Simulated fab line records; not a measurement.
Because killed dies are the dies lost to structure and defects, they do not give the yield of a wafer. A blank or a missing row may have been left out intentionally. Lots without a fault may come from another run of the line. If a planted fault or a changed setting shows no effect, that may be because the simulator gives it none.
Which of the tools did it?    flow sky130    36 wafers from 12 lots sampled at 2 of the route's 708 steps

WHAT THE GAUGES READ, wafer by wafer
SKY_SD_P_CD_MEAS_07 targets a cd of 380 nm.
lot   measured      on         cd_nm (nm)
L948  day 25 10:50  cd_sem-02  386.1 383.6 384.4
L949  day 26 01:25  cd_sem-02  381.4 380.2 383.4
L950  day 26 08:59  cd_sem-01  378.0 377.9 377.6
L951  day 26 20:05  cd_sem-01  378.1 380.5 379.3
L961  day 30 04:17  cd_sem-02  384.3 385.2 385.3
L963  day 31 03:11  cd_sem-02  378.6 378.1 379.3
L964  day 31 07:41  cd_sem-01  379.7 380.6 379.9
L966  day 31 15:21  cd_sem-01  379.2 378.8 381.2
L967  day 32 05:18  cd_sem-02  379.0 382.7 382.0
L969  day 32 13:47  cd_sem-02  383.4 385.0 384.9
L968  day 32 17:59  cd_sem-01  381.7 380.1 377.7
L970  day 33 05:41  cd_sem-01  383.3 380.3 384.0

SKY_SD_N_CD_MEAS_07 targets a cd of 380 nm.
lot   measured      on         cd_nm (nm)
L948  day 27 21:33  cd_sem-02  380.5 377.7 382.3
L949  day 28 10:30  cd_sem-01  383.9 381.6 383.1
L950  day 28 19:08  cd_sem-02  382.6 382.1 382.0
L951  day 29 05:32  cd_sem-02  382.2 379.7 380.1
L961  day 32 11:53  cd_sem-02  383.5 382.4 384.2
L963  day 33 10:26  cd_sem-02  378.1 376.9 379.2
L964  day 33 14:10  cd_sem-01  383.9 381.6 383.0
L966  day 33 21:39  cd_sem-02  383.5 383.5 383.5
L967  day 34 10:33  cd_sem-02  378.3 377.8 378.8
L969  day 34 18:32  cd_sem-02  377.7 376.0 377.1
L968  day 34 23:01  cd_sem-02  376.7 375.5 375.4
L970  day 35 10:11  cd_sem-01  381.3 379.3 379.3

TOOL THAT RAN EACH LOT (tool first, then ch and the chambers of the sampled wafers, then the start)
Record: no process step prior to these readings.

AS READ BY THE TOOLS THEMSELVES (means over the sampled wafers that have a number; for cases with no such wafer, the mark the record gives instead)
The record holds no such reading with a usual standard deviation.

THE ANSWER, worked out from the rows above alone
Rule: usual is defined by the lots themselves. The widest of any qualifying gaps counts: lots, ordered by their means at a reading, are off when they make up no more than a third of the lots, leave a main group of 4 or more, and stand apart from it by 3 or more times the standard deviation of that group's means. A main group whose means are all the same, to the digits that the tables above print for the reading, isn't used. A lot without any number at a reading at which 4 lots or more have one is off too. All remaining lots with rows at the step are treated as sound. First the gauges in route order, then the tools' own readings, where a lot's mean is used as printed above. At the first step where some lot is off, the reading lying furthest off is the one used; lots without a number count as furthest.
No lot is off on any of the readings shown, so nothing can be concluded from this.

WHAT THE SIMULATOR HAD INSERTED
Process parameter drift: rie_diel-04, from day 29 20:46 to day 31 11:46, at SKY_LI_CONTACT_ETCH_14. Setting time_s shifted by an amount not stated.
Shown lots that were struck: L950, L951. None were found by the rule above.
